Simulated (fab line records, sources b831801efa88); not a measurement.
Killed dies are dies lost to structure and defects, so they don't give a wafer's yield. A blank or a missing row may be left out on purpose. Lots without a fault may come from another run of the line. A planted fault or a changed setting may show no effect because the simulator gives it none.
Which tool did it? | flow gf180mcu | 6 lots, 18 wafers sampled, at 3 steps of a route of 602

WHAT THE GAUGES READ, wafer by wafer
GF_V4_THK_MEAS_03.
lot  | measured     | on            | V4_CVD_02_THK (nm)
L626 | day 24 02:50 | film_metro-03 | 850 848 864
L628 | day 25 01:32 | film_metro-03 | 847 840 853
L638 | day 28 03:57 | film_metro-02 | 843 850 854
L640 | day 28 18:22 | film_metro-03 | 849 856 859
L643 | day 29 09:49 | film_metro-03 | 848 856 874
L646 | day 30 08:34 | film_metro-03 | 835 857 856

WHICH TOOL RAN EACH LOT (tool, then ch and the chambers of the sampled wafers, then the start)
lot  | GF_M1_SPUTTER_01             | GF_V1_SPUTTER_22
L626 | pvd_sputter-03, day 16 20:43 | pvd_sputter-02, day 18 21:48
L628 | pvd_sputter-02, day 17 18:52 | pvd_sputter-04, day 19 21:07
L638 | pvd_sputter-03, day 21 07:46 | pvd_sputter-04, day 23 08:30
L640 | pvd_sputter-01, day 22 01:25 | pvd_sputter-04, day 24 01:42
L643 | pvd_sputter-01, day 22 21:38 | pvd_sputter-04, day 24 20:12
L646 | pvd_sputter-01, day 24 01:17 | pvd_sputter-02, day 25 22:55
- GF_M1_SPUTTER_01: material TiN, target thk 30 nm, time 25 s.
- GF_V1_SPUTTER_22: material TiN, target thk 10 nm, time 40 s.

THE ANSWER, worked out from the rows above alone
Rule: what is usual is taken from the lots themselves. Put in order of their means at a reading, lots are off if they are a third of the lots or fewer, leave a main group of 4 or more, and stand apart from it by a gap of 3 or more times the standard deviation of the main group's means; of several such gaps the widest counts. A main group whose means are all the same, to the digits that the tables above print for the reading, isn't used. A lot without any number at a reading at which 4 lots or more have one is off too. The other lots that the step has rows for count as sound.
No lot is off at any reading shown: from this, nothing can be told.

WHAT THE SIMULATOR HAD PUT IN
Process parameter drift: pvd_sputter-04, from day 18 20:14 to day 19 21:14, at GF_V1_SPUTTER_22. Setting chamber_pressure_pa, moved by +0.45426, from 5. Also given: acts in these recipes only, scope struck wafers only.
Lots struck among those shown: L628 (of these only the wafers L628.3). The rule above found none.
